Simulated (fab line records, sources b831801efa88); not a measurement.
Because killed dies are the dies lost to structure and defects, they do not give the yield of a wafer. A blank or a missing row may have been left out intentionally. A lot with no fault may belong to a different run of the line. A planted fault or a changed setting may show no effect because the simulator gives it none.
Chamber matching ; flow sfqLine ; SFQ_TRILAYER_C5_ETCH_VIA_ETCH_154 on rieDiel-01 has 4 sister chambers
The step etches SiO2 in CHF3, stops on Nb, target depth 84 nm. 8 wafers are shown with their chamber, then 7 later ones without.

## WAFERS, EACH WITH ITS CHAMBER
wafer;chamber;drypumpMotorCurrentA (A);biasW (W)
L954.1;2;6.1;78.10
L954.4;0;5.4;78.01
L954.6;1;5.9;78.29
L963.4;1;6.0;78.37
L963.5;2;6.1;77.87
L963.6;3;5.3;78.40
L967.1;0;5.4;77.61
L967.2;3;5.3;78.17

## WAFERS WITH NO CHAMBER GIVEN
wafer;drypumpMotorCurrentA (A);biasW (W)
L967.6;5.9;77.69
L969.3;5.3;77.80
L969.5;5.4;78.03
L969.6;6.0;78.20
L972.2;6.1;77.94
L972.5;5.3;78.06
L972.6;5.9;78.23

## WHICH CHAMBER EACH ONE RAN IN
wafer;from the rows above;in truth
L967.6;1;1
L969.3;can't be placed: 3 or 0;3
L969.5;can't be placed: 0 or 3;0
L969.6;can't be placed: 1 or 2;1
L972.2;2;2
L972.5;can't be placed: 3 or 0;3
L972.6;1;1
3 of 7 placed correctly. Cannot be placed on the basis of these rows: 4; the candidates contain the true chamber in 4. Number placed wrongly: 0.
How it was worked out, from the rows above alone: a wafer's distance from a chamber is the root of the sum, over the readings, of the square of ((its reading less the chamber's mean) divided by the reading's scatter). If the next closest chamber is less than 2 further off than the closest, the wafer can't be placed; otherwise it belongs to the closest. Each chamber's mean is taken over the wafers shown for it. The scatter: the root of (the sum of the squares of (reading less its chamber's mean) over the shown wafers, divided by (wafers less chambers)).
